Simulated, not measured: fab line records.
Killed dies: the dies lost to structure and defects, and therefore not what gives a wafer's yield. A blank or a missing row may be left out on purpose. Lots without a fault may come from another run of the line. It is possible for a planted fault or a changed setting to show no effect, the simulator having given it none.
Which tool was responsible? + flow sky130 + 13 lots, 39 wafers sampled, at 4 steps of a route of 708

## WHAT THE GAUGES SHOWED, per wafer
SKY_VT_ADJUST_NCORE_TW_MEAS_11.
| lot  | measured     | on           | VT_ADJUST_NCORE_TW |
|------|--------------|--------------|--------------------|
| L240 | day 8 15:22  | filmMetro-02 | 221.7 221.7 220.7  |
| L244 | day 9 14:03  | filmMetro-01 | 218.3 218.3 218.1  |
| L245 | day 9 21:45  | filmMetro-04 | 221.5 222.8 222.5  |
| L246 | day 10 02:52 | filmMetro-01 | 217.0 219.3 218.3  |
| L247 | day 10 11:18 | filmMetro-04 | 220.8 221.1 221.4  |
| L251 | day 11 18:48 | filmMetro-04 | 222.0 221.8 220.6  |
| L254 | day 12 15:53 | filmMetro-01 | 219.6 219.7 220.8  |
| L255 | day 13 00:07 | filmMetro-02 | 222.2 221.7 221.9  |
| L258 | day 13 20:46 | filmMetro-04 | 219.6 220.6 221.9  |
| L259 | day 14 03:38 | filmMetro-02 | 222.5 224.3 222.0  |
| L260 | day 14 10:46 | filmMetro-04 | 220.6 221.8 221.3  |
| L261 | day 14 22:02 | filmMetro-04 | 219.7 221.9 220.6  |
| L262 | day 15 02:57 | filmMetro-04 | 221.2 219.9 219.9  |

SKY_LDD_N_TW_MEAS_17.
| lot  | measured     | on           | LDD_N_TW       |
|------|--------------|--------------|----------------|
| L240 | day 17 16:04 | filmMetro-02 | 2624 2626 2623 |
| L244 | day 19 20:47 | filmMetro-04 | 2596 2606 2608 |
| L245 | day 19 20:56 | filmMetro-02 | 2602 2604 2615 |
| L246 | day 19 21:59 | filmMetro-01 | 2572 2586 2575 |
| L247 | day 20 06:00 | filmMetro-04 | 2607 2602 2597 |
| L251 | day 21 16:19 | filmMetro-01 | 2592 2582 2595 |
| L254 | day 23 21:10 | filmMetro-04 | 2591 2605 2604 |
| L255 | day 23 19:37 | filmMetro-01 | 2574 2565 2585 |
| L258 | day 24 04:27 | filmMetro-04 | 2628 2632 2626 |
| L259 | day 24 10:57 | filmMetro-01 | 2565 2576 2580 |
| L260 | day 24 20:04 | filmMetro-04 | 2619 2633 2621 |
| L261 | day 25 08:47 | filmMetro-01 | 2589 2582 2592 |
| L262 | day 25 13:08 | filmMetro-01 | 2578 2584 2582 |

SKY_LDD_P_OVL_MEAS_08.
| lot  | measured     | on         | LDD_P_OVL (nm) |
|------|--------------|------------|----------------|
| L240 | day 18 22:44 | overlay-01 | -1.2 -0.9 -1.1 |
| L244 | day 21 03:10 | overlay-01 | 1.6 1.0 0.7    |
| L245 | day 21 03:16 | overlay-02 | 1.7 1.7 0.2    |
| L246 | day 21 03:49 | overlay-01 | -1.7 -2.1 -0.7 |
| L247 | day 21 12:41 | overlay-02 | -1.2 -0.8 -0.5 |
| L251 | day 22 22:50 | overlay-02 | 1.6 2.1 2.3    |
| L254 | day 25 02:40 | overlay-01 | 1.1 0.4 0.0    |
| L255 | day 25 01:05 | overlay-01 | -0.6 -0.9 1.7  |
| L258 | day 25 09:20 | overlay-02 | 0.3 0.5 -0.2   |
| L259 | day 25 15:59 | overlay-02 | 0.1 0.0 1.9    |
| L260 | day 26 01:17 | overlay-01 | -1.0 -0.7 -0.1 |
| L261 | day 26 14:29 | overlay-02 | -0.9 -1.4 -2.8 |
| L262 | day 26 18:32 | overlay-02 | 0.8 1.5 1.4    |

## WHAT TOOL EACH LOT RAN ON (gives the tool, then ch and the chambers of the sampled wafers, and finally the start)
| lot  | SKY_GATE_OXIDE_OXIDATION_16   |
|------|-------------------------------|
| L240 | furnace-02 ch 0, day 14 01:24 |
| L244 | furnace-02 ch 0, day 15 02:50 |
| L245 | furnace-02 ch 0, day 15 15:58 |
| L246 | furnace-02 ch 0, day 15 15:58 |
| L247 | furnace-02 ch 0, day 16 03:03 |
| L251 | furnace-01 ch 0, day 17 10:12 |
| L254 | furnace-02 ch 0, day 19 17:18 |
| L255 | furnace-02 ch 0, day 19 17:18 |
| L258 | furnace-01 ch 0, day 20 01:29 |
| L259 | furnace-02 ch 0, day 20 08:10 |
| L260 | furnace-01 ch 0, day 20 17:51 |
| L261 | furnace-02 ch 0, day 21 05:57 |
| L262 | furnace-02 ch 0, day 21 10:58 |
- SKY_GATE_OXIDE_OXIDATION_16: stabilise 600 s, purge 300 s, target thk 3.57 nm.

## AS READ BY THE TOOLS THEMSELVES (means over the sampled wafers that have a number; for cases with no such wafer, the mark the record gives instead)
SKY_GATE_OXIDE_OXIDATION_16.
| lot  | tool       | spikeTcBottomC (C) | spikeTcCentreC (C) | spikeTcLowerC (C) | tubeCenterTempC (C) | zonePowerBottomPct (%) | zonePowerCentrePct (%) | zonePowerLowerPct (%) |
|------|------------|--------------------|--------------------|-------------------|---------------------|------------------------|------------------------|-----------------------|
| L240 | furnace-02 | 820.4              | 800.8              | 801.4             | 800                 | 22.6                   | 13.1                   | 13.0                  |
| L244 | furnace-02 | 818.6              | 800.9              | 801.2             | 800                 | 22.7                   | 13.1                   | 12.9                  |
| L245 | furnace-02 | 828.4              | 807.2              | 745.9             | 800                 | 29.5                   | 20.1                   | 0.0                   |
| L246 | furnace-02 | 827.0              | 808.0              | 745.9             | 800                 | 29.6                   | 20.4                   | 0.0                   |
| L247 | furnace-02 | 827.8              | 807.4              | 745.9             | 800                 | 29.5                   | 20.2                   | 0.0                   |
| L251 | furnace-01 | 823.6              | 800.4              | 800.9             | 800                 | 23.9                   | 15.1                   | 15.0                  |
| L254 | furnace-02 | 820.2              | 800.1              | 801.3             | 800                 | 22.7                   | 13.1                   | 13.0                  |
| L255 | furnace-02 | 820.0              | 799.6              | 801.1             | 800                 | 22.7                   | 13.2                   | 12.9                  |
| L258 | furnace-01 | 823.1              | 801.3              | 801.4             | 800                 | 24.0                   | 15.0                   | 14.8                  |
| L259 | furnace-02 | 818.1              | 800.8              | 800.9             | 800                 | 22.7                   | 13.2                   | 12.8                  |
| L260 | furnace-01 | 822.5              | 802.0              | 801.1             | 800                 | 23.8                   | 14.8                   | 14.9                  |
| L261 | furnace-02 | 819.9              | 800.3              | 801.0             | 800                 | 22.6                   | 13.0                   | 13.0                  |
| L262 | furnace-02 | 819.0              | 800.9              | 802.9             | 800                 | 23.0                   | 13.1                   | 12.9                  |

## THE ANSWER, worked out from the rows above alone
Rule: what is usual is taken from the lots themselves. The widest of any qualifying gaps counts: lots, ordered by their means at a reading, are off when they make up no more than a third of the lots, leave a main group of 4 or more, and stand apart from it by 3 or more times the standard deviation of that group's means. Not used: any main group whose means are identical at the precision the tables above print for the reading. Also off: a lot with no number at a reading for which 4 or more lots have one. The other lots that the step has rows for count as sound. Order of review: gauges by route order, followed by the tools' own readings, for which a lot's mean as printed above is used. At the first step where some lot is off, the reading lying furthest off is the one used; lots without a number count as furthest.
Off at SKY_GATE_OXIDE_OXIDATION_16 (spikeTcLowerC): L245, L246, L247. Main group: mean 801.3 C, sd 0.55.
A tool fits if, at that step or a process step before it, it ran every lot that is off, and no sound lot after the first of them. Of those tried, none fits.

## WHAT THE SIMULATOR HAD PUT IN
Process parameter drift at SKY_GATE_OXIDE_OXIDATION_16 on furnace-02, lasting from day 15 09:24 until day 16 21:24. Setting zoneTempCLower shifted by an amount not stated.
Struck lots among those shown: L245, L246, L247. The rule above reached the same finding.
